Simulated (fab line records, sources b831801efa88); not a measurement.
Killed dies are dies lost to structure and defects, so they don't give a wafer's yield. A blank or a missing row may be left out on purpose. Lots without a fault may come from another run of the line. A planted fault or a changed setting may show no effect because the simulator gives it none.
Split-lot experiment | flow gf180mcu | 5 lots, 23 wafers read, on a route of 602 steps

THE SPLIT
At GF_PSD_DEVELOP_06 (develop time 60 s), the setting dev_temp_c was moved away from the recipe's 23 C on 10 of the 23 wafers read, by -14.0% to +9.6%. The other wafers ran this setting at the recipe's value.

The file shows no step between the split and the reading.

THE READING
cd_nm, in nm, at GF_PSD_CD_MEAS_07 (target cd 400 nm). Fault-free wafers of this fab line usually give 399.0 nm, standard deviation 2.2 nm.

wafer  | tool, chamber at the split | dev_temp_c as run, C | against the recipe | cd_nm, nm | against lot-mates on the recipe
L076.1 | litho_track-04, 0          | 21.12                | -8.2%              | 405.0     | +6.0
L076.3 | litho_track-04, 0          | 23                   | recipe             | 400.3     | -
L076.4 | litho_track-04, 0          | 21.12                | -8.2%              | 403.8     | +4.8
L076.5 | litho_track-04, 0          | 23                   | recipe             | 397.6     | -
L076.6 | litho_track-04, 0          | 21.12                | -8.2%              | 404.7     | +5.7
L077.1 | litho_track-02, 0          | 19.79                | -14.0%             | 414.8     | +11.2
L077.3 | litho_track-02, 0          | 23                   | recipe             | 403.2     | -
L077.4 | litho_track-02, 0          | 23                   | recipe             | 404.0     | -
L077.5 | litho_track-02, 0          | 19.79                | -14.0%             | 414.1     | +10.5
L077.6 | litho_track-02, 0          | 23                   | recipe             | 403.7     | -
L079.1 | litho_track-03, 0          | 24.41                | +6.1%              | 392.4     | -6.6
L079.2 | litho_track-03, 0          | 24.41                | +6.1%              | 391.1     | -7.9
L079.3 | litho_track-03, 0          | 24.41                | +6.1%              | 390.7     | -8.3
L079.4 | litho_track-03, 0          | 23                   | recipe             | 397.4     | -
L079.5 | litho_track-03, 0          | 23                   | recipe             | 400.7     | -
L080.1 | litho_track-03, 0          | 25.2                 | +9.6%              | 387.9     | -9.6
L080.2 | litho_track-03, 0          | 23                   | recipe             | 397.5     | -
L080.4 | litho_track-03, 0          | 25.2                 | +9.6%              | 389.2     | -8.3
L080.5 | litho_track-03, 0          | 23                   | recipe             | 398.6     | -
L080.6 | litho_track-03, 0          | 23                   | recipe             | 396.4     | -
L082.2 | litho_track-02, 0          | 23                   | recipe             | 400.7     | -
L082.5 | litho_track-02, 0          | 23                   | recipe             | 399.8     | -
L082.6 | litho_track-02, 0          | 23                   | recipe             | 399.6     | -

THE FIT
A straight line over all 23 wafers: cd_nm changes by -1.02 nm for each +1% of dev_temp_c; r = -0.94; the points scatter about the line by 2.4 nm.
The same after taking each lot's own level away (the mean of its wafers on the recipe; 23 wafers): -0.858 nm for each +1%; r = -0.98; scatter 1.3 nm.
On that fit, the largest move of dev_temp_c shifts the reading by 12 nm.
The lots' own levels span 397.50 to 403.63 nm, that is 2.8 times the standard deviation above.
So the lot-to-lot level changes the slope: the two fits differ.
Check: with one of the wafers moved furthest among these (-14.0%) left out of the fit, the line predicts +11.4 nm for it against its lot-mates. It came out at +11.2 nm against them.

OTHER SPLITS ON THESE WAFERS
These wafers also went through other splits before the reading. Each is held against what the fit with the lots' levels taken away leaves over:
other split on the same wafers      | wafers away from the commonest value | r with cd_nm (lot level and that fit taken away)
GF_VT_IMPLANT_DEVELOP_39 dev_temp_c | 3                                    | -0.32
GF_POLY_GATE_CVD_00 temp_c          | 15                                   | +0.16
GF_POLY_GATE_OXIDATION_16 temp_c    | 10                                   | -0.06
GF_HV_LDD_DEVELOP_06 develop_time_s | 6                                    | +0.17
GF_HV_LDD_IMPLANT_09 dose_cm2       | 10                                   | +0.18
GF_HV_LDD_COAT_41 spin_rpm          | 9                                    | +0.05
GF_HV_LDD_CVD_56 time_s             | 15                                   | -0.26
GF_NSD_IMPLANT_10 energy_kev        | 5                                    | +0.23

THE FILE'S OWN FIT
cd_nm changes by -0.844 nm for each +1% of dev_temp_c, r = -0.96.
